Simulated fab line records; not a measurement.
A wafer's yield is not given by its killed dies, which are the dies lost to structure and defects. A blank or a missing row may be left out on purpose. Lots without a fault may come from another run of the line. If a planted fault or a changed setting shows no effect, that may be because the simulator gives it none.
Shared-tool check / flow sky130 / 11 lots, 33 wafers sampled

REASON FOR OPENING
Of 11 lots, 2 have the reading VIA2_HDPCVD_THK flagged at SKY_VIA2_THK_MEAS_01. Wafers without a fault read 1185 nm, standard deviation 13.
Rule: a lot is flagged when every wafer of it that has a number lies more than 4 standard deviations from that mean, or none has a number. All remaining lots are regarded as sound.

lot=L209; measured=day 35 14:53; on=filmMetro-03; VIA2_HDPCVD_THK (nm), wafer by wafer=1184 1186 1181; flag=
lot=L212; measured=day 36 14:11; on=filmMetro-02; VIA2_HDPCVD_THK (nm), wafer by wafer=1193 1185 1198; flag=
lot=L213; measured=day 36 15:17; on=filmMetro-02; VIA2_HDPCVD_THK (nm), wafer by wafer=1180 1181 1172; flag=
lot=L216; measured=day 37 16:46; on=filmMetro-02; VIA2_HDPCVD_THK (nm), wafer by wafer=1184 1181 1195; flag=
lot=L215; measured=day 37 17:10; on=filmMetro-02; VIA2_HDPCVD_THK (nm), wafer by wafer=1188 1189 1191; flag=
lot=L217; measured=day 38 07:53; on=filmMetro-01; VIA2_HDPCVD_THK (nm), wafer by wafer=1180 1173 1173; flag=
lot=L221; measured=day 39 12:51; on=filmMetro-03; VIA2_HDPCVD_THK (nm), wafer by wafer=1211 1199 1204; flag=
lot=L223; measured=day 39 20:47; on=filmMetro-03; VIA2_HDPCVD_THK (nm), wafer by wafer=1298 1300 1310; flag=FLAGGED
lot=L224; measured=day 40 08:35; on=filmMetro-01; VIA2_HDPCVD_THK (nm), wafer by wafer=1326 1311 1323; flag=FLAGGED
lot=L229; measured=day 41 14:48; on=filmMetro-02; VIA2_HDPCVD_THK (nm), wafer by wafer=1172 1164 1177; flag=
lot=L230; measured=day 41 19:13; on=filmMetro-01; VIA2_HDPCVD_THK (nm), wafer by wafer=1179 1178 1189; flag=
The mean of the flagged lots' numbers is 1311 nm, +126 nm from the usual (+10 standard deviations).

WHICH TOOL EACH LOT WENT THROUGH
Before the reading, the record contains 3 process steps out of a 708-step route. Each cell gives the tool, then ch followed by the chambers the sampled wafers passed through, then the start.
lot=L209; flag=; SKY_CONTACT_STRIP_19=plasmaAsher-04 ch 0,1, day 31 23:51; SKY_VIA1_CVD_21=cvdW-02 ch 0,1, day 34 10:11; SKY_VIA2_HDPCVD_00=hdpcvd-01 ch 1,2, day 35 14:45
lot=L212; flag=; SKY_CONTACT_STRIP_19=plasmaAsher-04 ch 0,1, day 33 00:22; SKY_VIA1_CVD_21=cvdW-02 ch 0,1, day 35 09:31; SKY_VIA2_HDPCVD_00=hdpcvd-01 ch 1,2, day 36 14:03
lot=L213; flag=; SKY_CONTACT_STRIP_19=plasmaAsher-04 ch 0,1, day 33 01:57; SKY_VIA1_CVD_21=cvdW-02 ch 0,1, day 35 11:19; SKY_VIA2_HDPCVD_00=hdpcvd-01 ch 0,1, day 36 15:08
lot=L216; flag=; SKY_CONTACT_STRIP_19=plasmaAsher-01 ch 0,1, day 34 04:17; SKY_VIA1_CVD_21=cvdW-02 ch 0,1, day 36 13:16; SKY_VIA2_HDPCVD_00=hdpcvd-02 ch 1,2, day 37 16:37
lot=L215; flag=; SKY_CONTACT_STRIP_19=plasmaAsher-03 ch 0,1, day 34 04:37; SKY_VIA1_CVD_21=cvdW-02 ch 0,1, day 36 13:19; SKY_VIA2_HDPCVD_00=hdpcvd-01 ch 1,2, day 37 17:02
lot=L217; flag=; SKY_CONTACT_STRIP_19=plasmaAsher-03 ch 0,1, day 34 20:16; SKY_VIA1_CVD_21=cvdW-02 ch 0,1, day 37 04:46; SKY_VIA2_HDPCVD_00=hdpcvd-02 ch 1,2, day 38 07:44
lot=L221; flag=; SKY_CONTACT_STRIP_19=plasmaAsher-01 ch 0,1, day 36 01:46; SKY_VIA1_CVD_21=cvdW-01 ch 1, day 38 09:17; SKY_VIA2_HDPCVD_00=hdpcvd-01 ch 0,1,2, day 39 12:44
lot=L223; flag=FLAGGED; SKY_CONTACT_STRIP_19=plasmaAsher-04 ch 0,1, day 36 08:13; SKY_VIA1_CVD_21=cvdW-01 ch 0,1, day 38 17:16; SKY_VIA2_HDPCVD_00=hdpcvd-01 ch 0,2, day 39 20:39
lot=L224; flag=FLAGGED; SKY_CONTACT_STRIP_19=plasmaAsher-04 ch 0,1, day 36 22:01; SKY_VIA1_CVD_21=cvdW-01 ch 0,1, day 39 05:37; SKY_VIA2_HDPCVD_00=hdpcvd-01 ch 0,1,2, day 40 08:27
lot=L229; flag=; SKY_CONTACT_STRIP_19=plasmaAsher-03 ch 0,1, day 38 07:19; SKY_VIA1_CVD_21=cvdW-01 ch 0,1, day 40 13:08; SKY_VIA2_HDPCVD_00=hdpcvd-02 ch 0,1,2, day 41 14:40
lot=L230; flag=; SKY_CONTACT_STRIP_19=plasmaAsher-01 ch 0,1, day 38 10:55; SKY_VIA1_CVD_21=cvdW-01 ch 0,1, day 40 17:07; SKY_VIA2_HDPCVD_00=hdpcvd-02 ch 1,2, day 41 19:04
What the steps here do:
- SKY_CONTACT_STRIP_19: strips in O2/N2.
- SKY_VIA1_CVD_21: deposits W, target thk 270 nm, time 80.902 s.
- SKY_VIA2_HDPCVD_00: deposits SiO2, target thk 1180 nm, time 196.7 s.
- SKY_VIA2_THK_MEAS_01

FLAGGED AGAINST TOTAL, ONE TOOL AT A TIME (gauges that did the reading follow at the end)
step=SKY_CONTACT_STRIP_19; tool=plasmaAsher-01; lots run=3; flagged=0; share of the flagged lots=none; sound lots run after its first flagged lot=-
step=SKY_CONTACT_STRIP_19; tool=plasmaAsher-03; lots run=3; flagged=0; share of the flagged lots=none; sound lots run after its first flagged lot=-
step=SKY_CONTACT_STRIP_19; tool=plasmaAsher-04; lots run=5; flagged=2; share of the flagged lots=all; sound lots run after its first flagged lot=0
step=SKY_VIA1_CVD_21; tool=cvdW-01; lots run=5; flagged=2; share of the flagged lots=all; sound lots run after its first flagged lot=2 (L229,L230)
step=SKY_VIA1_CVD_21; tool=cvdW-02; lots run=6; flagged=0; share of the flagged lots=none; sound lots run after its first flagged lot=-
step=SKY_VIA2_HDPCVD_00; tool=hdpcvd-01; lots run=7; flagged=2; share of the flagged lots=all; sound lots run after its first flagged lot=0
step=SKY_VIA2_HDPCVD_00; tool=hdpcvd-02; lots run=4; flagged=0; share of the flagged lots=none; sound lots run after its first flagged lot=-
step=SKY_VIA2_THK_MEAS_01; tool=filmMetro-01; lots run=3; flagged=1; share of the flagged lots=some; sound lots run after its first flagged lot=1 (L230)
step=SKY_VIA2_THK_MEAS_01; tool=filmMetro-02; lots run=5; flagged=0; share of the flagged lots=none; sound lots run after its first flagged lot=-
step=SKY_VIA2_THK_MEAS_01; tool=filmMetro-03; lots run=3; flagged=1; share of the flagged lots=some; sound lots run after its first flagged lot=0

THE TABLE: WHAT IT ALLOWS
Rows of the table that ran every flagged lot, 3 in all: plasmaAsher-04 at SKY_CONTACT_STRIP_19, cvdW-01 at SKY_VIA1_CVD_21, hdpcvd-01 at SKY_VIA2_HDPCVD_00.
- plasmaAsher-04 at SKY_CONTACT_STRIP_19 ran 5 lots, 2 of them flagged. Last sound lot L213 at day 33 01:57, first flagged lot L223 at day 36 08:13; a fault beginning in between fits.
- cvdW-01 at SKY_VIA1_CVD_21 ran 5 lots, 2 of them flagged. After the first flagged lot (L229, L230), sound lots still ran on it; a lasting fault on the whole tool would not permit that.
- hdpcvd-01 at SKY_VIA2_HDPCVD_00 ran 7 lots, 2 of them flagged. Last sound lot L221 at day 39 12:44, first flagged lot L223 at day 39 20:39; a fault beginning in between fits. Its own readings (runLengthS) fall more than 4 standard deviations out on all wafers of the flagged lots.
Counting lots can't tell these 2 tools apart, because each fits a fault that began at some hour. More lots, or a look at what each step does to the wafer, might.

WHAT THE SIMULATOR PUT IN
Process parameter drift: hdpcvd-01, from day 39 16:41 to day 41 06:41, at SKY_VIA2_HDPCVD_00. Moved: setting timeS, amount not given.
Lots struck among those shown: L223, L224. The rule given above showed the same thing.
